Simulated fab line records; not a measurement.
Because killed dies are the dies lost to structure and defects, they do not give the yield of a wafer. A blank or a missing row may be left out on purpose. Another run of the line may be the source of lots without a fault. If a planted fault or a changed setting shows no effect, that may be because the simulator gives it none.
Which tool is to blame? / flow sky130 / route of 708 steps, sampled at 1 step: 12 lots, 36 wafers

WHAT THE GAUGES SHOWED, per wafer
SKY_RES_PROTECT_TW_MEAS_08.
lot=L075; measured=day 14 20:17; on=film-metro-01; POLY_GATE_TW=3926 3901 3920
lot=L077; measured=day 15 13:24; on=film-metro-02; POLY_GATE_TW=4035 4032 4048
lot=L079; measured=day 16 14:04; on=film-metro-01; POLY_GATE_TW=3943 3936 3945
lot=L081; measured=day 17 07:18; on=film-metro-03; POLY_GATE_TW=4027 4048 4010
lot=L083; measured=day 17 22:07; on=film-metro-03; POLY_GATE_TW=4020 4018 4021
lot=L086; measured=day 19 02:03; on=film-metro-01; POLY_GATE_TW=3937 3940 3951
lot=L087; measured=day 19 14:07; on=film-metro-03; POLY_GATE_TW=3990 4012 3993
lot=L089; measured=day 20 09:34; on=film-metro-02; POLY_GATE_TW=4003 4028 4034
lot=L091; measured=day 20 22:44; on=film-metro-01; POLY_GATE_TW=3927 3910 3953
lot=L093; measured=day 23 14:43; on=film-metro-01; POLY_GATE_TW=3887 3892 3913
lot=L097; measured=day 23 18:31; on=film-metro-03; POLY_GATE_TW=4042 4055 4047
lot=L095; measured=day 24 00:26; on=film-metro-01; POLY_GATE_TW=3947 3919 3910

WHICH TOOL RAN EACH LOT (tool, then ch and the chambers of the sampled wafers, then the start)
Record: no process step prior to these readings.

THE ANSWER, worked out from the rows above alone
Rule: what is usual is taken from the lots themselves. The widest of any qualifying gaps counts: lots, ordered by their means at a reading, are off when they make up no more than a third of the lots, leave a main group of 4 or more, and stand apart from it by 3 or more times the standard deviation of that group's means. The tables above print the reading to a certain number of digits; a main group whose means all agree to those digits is not used. A lot without any number at a reading at which 4 lots or more have one is off too. Any other lot the step has rows for is counted as sound.
Nothing can be told from this: no lot is off at any reading shown.

WHAT WAS PUT IN BY THE SIMULATOR
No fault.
